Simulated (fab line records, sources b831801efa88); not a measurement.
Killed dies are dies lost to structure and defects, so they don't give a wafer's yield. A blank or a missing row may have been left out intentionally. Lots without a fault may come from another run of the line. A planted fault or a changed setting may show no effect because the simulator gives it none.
Code-filled problem report in 8D (eight disciplines) form    flow sky130    the parts of the form that need people (team, actions taken, sign-off) are left out

1. THE PROBLEM
Mean VIA3_HDPCVD_THK at SKY_VIA3_THK_MEAS_01: 1760 nm over 2 wafers in 2 lots; fault-free wafers: 1641 nm, standard deviation 21. That is +5.7 standard deviations from the usual mean.
First observed at day 41 11:34: wafer L638.5, on film-metro-02. At this step, 36 wafers from 12 lots have a number in the record. Rule for "out" (also "out of limits"): further than 4 standard deviations from the usual mean. All remaining wafers that have a number are taken as sound.

2. WHAT THIS IS AND IS NOT
question                     is                            is not
which readings at this step  VIA3_HDPCVD_THK               -
which lots                   L638, L639                    L631, L635, L636, L637, L641, L648, L650, L651, L652, L653
which wafers of those lots   L638.5, L639.4                L638.1, L638.3, L639.1, L639.3
read on which gauges         film-metro-02, film-metro-04  film-metro-01
when                         from day 41 11:34             up to then (14 sound wafers); but 20 sound wafers of L639, L641, L648, L650, L651, L652, L653 came after

3. WHAT RULES OUT EACH SUSPECT
Counting: if a tool at a process step up to the reading ran every lot that is out, it stays a suspect. Sound lots after the first of them don't rule it out here, since some wafers of a struck lot are sound.
- ruled out: the gauge at SKY_VIA3_THK_MEAS_01. The wafers that are out were read on 2 gauges (film-metro-02, film-metro-04).
- pvd-sputter-03 at SKY_METAL3_SPUTTER_01 (material TiN, target thk 20 nm, time 16.7 s): kept. It ran every lot that is out, first L638 (day 39 08:44); its last sound lot up to then is L636 (day 38 21:13).
- pvd-sputter-03 at SKY_METAL3_SPUTTER_02 (material AlCu, target thk 735 nm, time 39.1 s): kept. It ran every lot that is out, first L638 (day 39 08:46); its last sound lot up to then is L636 (day 38 21:15).
- hdpcvd-01 at SKY_VIA3_HDPCVD_00 (deposits SiO2, target thk 1635 nm, time 272.5 s): kept. It ran every lot that is out, first L638 (day 41 11:19); its last sound lot up to then is L637 (day 41 02:27). Its own run-length-s readings are out on those wafers.
Still standing after the count: pvd-sputter-03 at SKY_METAL3_SPUTTER_01, pvd-sputter-03 at SKY_METAL3_SPUTTER_02, hdpcvd-01 at SKY_VIA3_HDPCVD_00.

4. THE CAUSE (what the simulator had put in)
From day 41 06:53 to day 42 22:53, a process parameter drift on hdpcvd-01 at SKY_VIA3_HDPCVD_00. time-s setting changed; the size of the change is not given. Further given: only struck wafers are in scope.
3 suspects survive the count, and this tool is in that group.

5. THE CHAIN OF EFFECTS, in route order
One row per reading whose mean, taken over the struck wafers that have a number, lies over 3 standard deviations from the usual. Only readings for which the record gives a usual standard deviation are gone through. hours: the time from each lot's start at the first step in this table that gives one to its start at this step, as a median over the lots. sigmas: the change in usual standard deviations.
hours  step                  reading          usual    on struck wafers  change  sigmas
0      SKY_VIA3_HDPCVD_00    run-length-s     300.3 s  315.2             +14.9   +32
0      SKY_VIA3_THK_MEAS_01  VIA3_HDPCVD_THK  1641 nm  1760              +119    +5.7
It contains these process steps:
- SKY_VIA3_HDPCVD_00: deposits SiO2, target thk 1635 nm, time 272.5 s.

6. HOW IT WOULD HAVE BEEN CAUGHT EARLIER
The first out-of-limits reading at a measuring or inspecting step in this record came at day 41 11:34, 5 hours after the fault's start at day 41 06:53.
The tool's own readings at SKY_VIA3_HDPCVD_00 were out on every struck wafer that the step has a row for (run-length-s): an alarm limit on them would have fired on the first of those.
L639, from the lots that are out (2), started SKY_VIA3_HDPCVD_00 on hdpcvd-01 later than day 41 11:34. Putting the tool on hold at that point would have spared it.
